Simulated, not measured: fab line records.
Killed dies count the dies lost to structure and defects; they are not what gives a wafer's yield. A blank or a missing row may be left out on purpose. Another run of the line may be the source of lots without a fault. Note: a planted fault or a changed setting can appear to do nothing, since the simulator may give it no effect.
Which of the tools did it? :: flow gf180mcu :: 13 lots with 37 wafers sampled at 5 steps, on a route of 602 steps

== WHAT THE GAUGES SHOWED, per wafer ==
GF_LVPWELL_TW_MEAS_11.
lot: L522
measured: day 3 20:47
on: film metro-02
LVPWELL_TW: 558 558 558

lot: L523
measured: day 4 02:07
on: film metro-04
LVPWELL_TW: 552 550 550

lot: L526
measured: day 4 20:17
on: film metro-02
LVPWELL_TW: 562 558 561

lot: L529
measured: day 5 14:14
on: film metro-03
LVPWELL_TW: 554 557

lot: L530
measured: day 5 20:19
on: film metro-02
LVPWELL_TW: 562 559

lot: L532
measured: day 6 06:40
on: film metro-04
LVPWELL_TW: 548 549 548

lot: L533
measured: day 6 10:53
on: film metro-03
LVPWELL_TW: 555 555 553

lot: L539
measured: day 7 20:02
on: film metro-03
LVPWELL_TW: 555 555 555

lot: L540
measured: day 8 04:26
on: film metro-04
LVPWELL_TW: 552 548 550

lot: L541
measured: day 8 11:19
on: film metro-03
LVPWELL_TW: 559 559 563

lot: L542
measured: day 8 15:23
on: film metro-02
LVPWELL_TW: 556 558 554

lot: L544
measured: day 9 00:56
on: film metro-02
LVPWELL_TW: 556 556 555

lot: L545
measured: day 9 06:00
on: film metro-03
LVPWELL_TW: 561 561 559

GF_VT_IMPLANT_TW_MEAS_10.
lot: L522
measured: day 5 14:02
on: film metro-02
VT_IMPLANT_TW: 564 565 566

lot: L523
measured: day 5 20:31
on: film metro-03
VT_IMPLANT_TW: 557 558 558

lot: L526
measured: day 6 17:23
on: film metro-02
VT_IMPLANT_TW: 562 566 565

lot: L529
measured: day 7 13:17
on: film metro-03
VT_IMPLANT_TW: 556 557

lot: L530
measured: day 7 19:47
on: film metro-01
VT_IMPLANT_TW: 567 567

lot: L532
measured: day 8 07:05
on: film metro-01
VT_IMPLANT_TW: 567 572 570

lot: L533
measured: day 8 11:23
on: film metro-02
VT_IMPLANT_TW: 560 560 562

lot: L539
measured: day 9 22:56
on: film metro-03
VT_IMPLANT_TW: 563 564 560

lot: L540
measured: day 10 08:14
on: film metro-03
VT_IMPLANT_TW: 562 564 561

lot: L541
measured: day 10 15:34
on: film metro-03
VT_IMPLANT_TW: 560 566 559

lot: L542
measured: day 10 19:51
on: film metro-03
VT_IMPLANT_TW: 563 566 562

lot: L544
measured: day 11 06:20
on: film metro-01
VT_IMPLANT_TW: 567 569 572

lot: L545
measured: day 11 13:00
on: film metro-01
VT_IMPLANT_TW: 570 568 570

GF_VT_IMPLANT_TW_MEAS_21.
lot: L522
measured: day 6 04:50
on: film metro-02
VT_IMPLANT_2_TW: 1222 1212 1212

lot: L523
measured: day 6 12:01
on: film metro-02
VT_IMPLANT_2_TW: 1215 1219 1219

lot: L526
measured: day 7 08:48
on: film metro-03
VT_IMPLANT_2_TW: 1203 1197 1200

lot: L529
measured: day 8 05:11
on: film metro-03
VT_IMPLANT_2_TW: 1156 1208 1149 1209

lot: L530
measured: day 8 12:05
on: film metro-03
VT_IMPLANT_2_TW: 1149 1211 1150 1207

lot: L532
measured: day 8 23:29
on: film metro-03
VT_IMPLANT_2_TW: 1148 1204 1208 1151 1206 1209

lot: L533
measured: day 9 04:05
on: film metro-02
VT_IMPLANT_2_TW: 1208 1195 1200

lot: L539
measured: day 10 16:56
on: film metro-02
VT_IMPLANT_2_TW: 1212 1211 1209

lot: L540
measured: day 11 02:45
on: film metro-03
VT_IMPLANT_2_TW: 1209 1210 1208

lot: L541
measured: day 11 10:00
on: film metro-02
VT_IMPLANT_2_TW: 1217 1221 1218

lot: L542
measured: day 11 14:35
on: film metro-02
VT_IMPLANT_2_TW: 1209 1211 1213

lot: L544
measured: day 12 01:29
on: film metro-03
VT_IMPLANT_2_TW: 1204 1200 1198

lot: L545
measured: day 12 08:06
on: film metro-01
VT_IMPLANT_2_TW: 1224 1232 1228

== WHAT TOOL EACH LOT RAN ON (gives the tool, then ch and the chambers of the sampled wafers, and finally the start) ==
lot: L522
GF_DNWELL_STRIP_08: plasma asher-04 ch 0, day 2 18:17
GF_VT_IMPLANT_IMPLANT_19: implanter-01 ch 0, day 6 04:35

lot: L523
GF_DNWELL_STRIP_08: plasma asher-04 ch 0,1, day 3 00:22
GF_VT_IMPLANT_IMPLANT_19: implanter-01 ch 0, day 6 11:47

lot: L526
GF_DNWELL_STRIP_08: plasma asher-01 ch 0,1, day 3 16:41
GF_VT_IMPLANT_IMPLANT_19: implanter-01 ch 0, day 7 08:34

lot: L529
GF_DNWELL_STRIP_08: plasma asher-03 ch 0,1, day 4 09:35
GF_VT_IMPLANT_IMPLANT_19: implanter-01 ch 0, day 8 04:56

lot: L530
GF_DNWELL_STRIP_08: plasma asher-04 ch 1, day 4 14:25
GF_VT_IMPLANT_IMPLANT_19: implanter-01 ch 0, day 8 11:50

lot: L532
GF_DNWELL_STRIP_08: plasma asher-04 ch 0, day 5 01:11
GF_VT_IMPLANT_IMPLANT_19: implanter-01 ch 0, day 8 23:14

lot: L533
GF_DNWELL_STRIP_08: plasma asher-01 ch 0,1, day 5 04:38
GF_VT_IMPLANT_IMPLANT_19: implanter-03 ch 0, day 9 03:41

lot: L539
GF_DNWELL_STRIP_08: plasma asher-01 ch 0,1, day 6 12:08
GF_VT_IMPLANT_IMPLANT_19: implanter-03 ch 0, day 10 16:41

lot: L540
GF_DNWELL_STRIP_08: plasma asher-03 ch 0,1, day 6 20:23
GF_VT_IMPLANT_IMPLANT_19: implanter-03 ch 0, day 11 02:31

lot: L541
GF_DNWELL_STRIP_08: plasma asher-03 ch 0,1, day 7 01:46
GF_VT_IMPLANT_IMPLANT_19: implanter-02 ch 0, day 11 09:47

lot: L542
GF_DNWELL_STRIP_08: plasma asher-01 ch 1, day 7 05:59
GF_VT_IMPLANT_IMPLANT_19: implanter-03 ch 0, day 11 14:21

lot: L544
GF_DNWELL_STRIP_08: plasma asher-04 ch 0,1, day 7 15:19
GF_VT_IMPLANT_IMPLANT_19: implanter-03 ch 0, day 12 01:14

lot: L545
GF_DNWELL_STRIP_08: plasma asher-03 ch 0,1, day 7 20:25
GF_VT_IMPLANT_IMPLANT_19: implanter-01 ch 0, day 12 07:52
- GF_DNWELL_STRIP_08: strips in O2/N2.
- GF_VT_IMPLANT_IMPLANT_19

== AS READ BY THE TOOLS THEMSELVES (means over the sampled wafers that have a number; for cases with no such wafer, the mark the record gives instead) ==
GF_DNWELL_STRIP_08.
lot: L522
tool: plasma asher-04
drypump motor current A (A): 5.7
heater power w (W): 329
oes product au (a.u.): 0.722
strip time to endpoint s (s): 36.94

lot: L523
tool: plasma asher-04
drypump motor current A (A): 5.2
heater power w (W): 328
oes product au (a.u.): 0.716
strip time to endpoint s (s): 36.90

lot: L526
tool: plasma asher-01
drypump motor current A (A): 5.3
heater power w (W): 338
oes product au (a.u.): 0.720
strip time to endpoint s (s): 36.84

lot: L529
tool: plasma asher-03
drypump motor current A (A): 6.0
heater power w (W): 332
oes product au (a.u.): 0.722
strip time to endpoint s (s): 36.94

lot: L530
tool: plasma asher-04
drypump motor current A (A): 4.9
heater power w (W): 324
oes product au (a.u.): 0.725
strip time to endpoint s (s): 36.97

lot: L532
tool: plasma asher-04
drypump motor current A (A): 5.7
heater power w (W): 328
oes product au (a.u.): 0.721
strip time to endpoint s (s): 36.96

lot: L533
tool: plasma asher-01
drypump motor current A (A): 5.3
heater power w (W): 329
oes product au (a.u.): 0.723
strip time to endpoint s (s): 36.99

lot: L539
tool: plasma asher-01
drypump motor current A (A): 5.3
heater power w (W): 337
oes product au (a.u.): 0.724
strip time to endpoint s (s): 36.97

lot: L540
tool: plasma asher-03
drypump motor current A (A): 6.2
heater power w (W): 334
oes product au (a.u.): 0.720
strip time to endpoint s (s): 37.05

lot: L541
tool: plasma asher-03
drypump motor current A (A): 5.9
heater power w (W): 334
oes product au (a.u.): 0.725
strip time to endpoint s (s): 36.91

lot: L542
tool: plasma asher-01
drypump motor current A (A): 5.3
heater power w (W): 341
oes product au (a.u.): 0.722
strip time to endpoint s (s): 37.04

lot: L544
tool: plasma asher-04
drypump motor current A (A): 5.4
heater power w (W): 320
oes product au (a.u.): 0.728
strip time to endpoint s (s): 36.92

lot: L545
tool: plasma asher-03
drypump motor current A (A): 6.2
heater power w (W): 334
oes product au (a.u.): 0.726
strip time to endpoint s (s): 36.96

GF_VT_IMPLANT_IMPLANT_19.
lot: L522
tool: implanter-01
beam on s (s): 9.91
faraday current uA: 24.7

lot: L523
tool: implanter-01
beam on s (s): 10.10
faraday current uA: 24.2

lot: L526
tool: implanter-01
beam on s (s): 10.04
faraday current uA: 24.5

lot: L529
tool: implanter-01
beam on s (s): 9.26
faraday current uA: 26.6

lot: L530
tool: implanter-01
beam on s (s): 9.25
faraday current uA: 26.8

lot: L532
tool: implanter-01
beam on s (s): 9.51
faraday current uA: 25.9

lot: L533
tool: implanter-03
beam on s (s): 9.95
faraday current uA: 24.6

lot: L539
tool: implanter-03
beam on s (s): 9.90
faraday current uA: 24.8

lot: L540
tool: implanter-03
beam on s (s): 9.75
faraday current uA: 25.2

lot: L541
tool: implanter-02
beam on s (s): 9.88
faraday current uA: 24.8

lot: L542
tool: implanter-03
beam on s (s): 9.96
faraday current uA: 24.6

lot: L544
tool: implanter-03
beam on s (s): 10.13
faraday current uA: 24.2

lot: L545
tool: implanter-01
beam on s (s): 10.13
faraday current uA: 24.1

== THE ANSWER, worked out from the rows above alone ==
Rule: the lots themselves supply what counts as usual. Put in order of their means at a reading, lots are off if they are a third of the lots or fewer, leave a main group of 4 or more, and stand apart from it by a gap of 3 or more times the standard deviation of the main group's means; of several such gaps the widest counts. The tables above print the reading to a certain number of digits; a main group whose means all agree to those digits is not used. A lot without any number at a reading at which 4 lots or more have one is off too. Where the step has rows for the other lots, those lots are counted as sound. First the gauges in route order, then the tools' own readings, where a lot's mean is used as printed above. The first step at which some lot is off is used, and at that step the reading that is off furthest; a lot without a number counts as furthest.
Across all readings shown, no lot is off: no conclusion can be drawn from this.

== WHAT THE SIMULATOR PUT IN ==
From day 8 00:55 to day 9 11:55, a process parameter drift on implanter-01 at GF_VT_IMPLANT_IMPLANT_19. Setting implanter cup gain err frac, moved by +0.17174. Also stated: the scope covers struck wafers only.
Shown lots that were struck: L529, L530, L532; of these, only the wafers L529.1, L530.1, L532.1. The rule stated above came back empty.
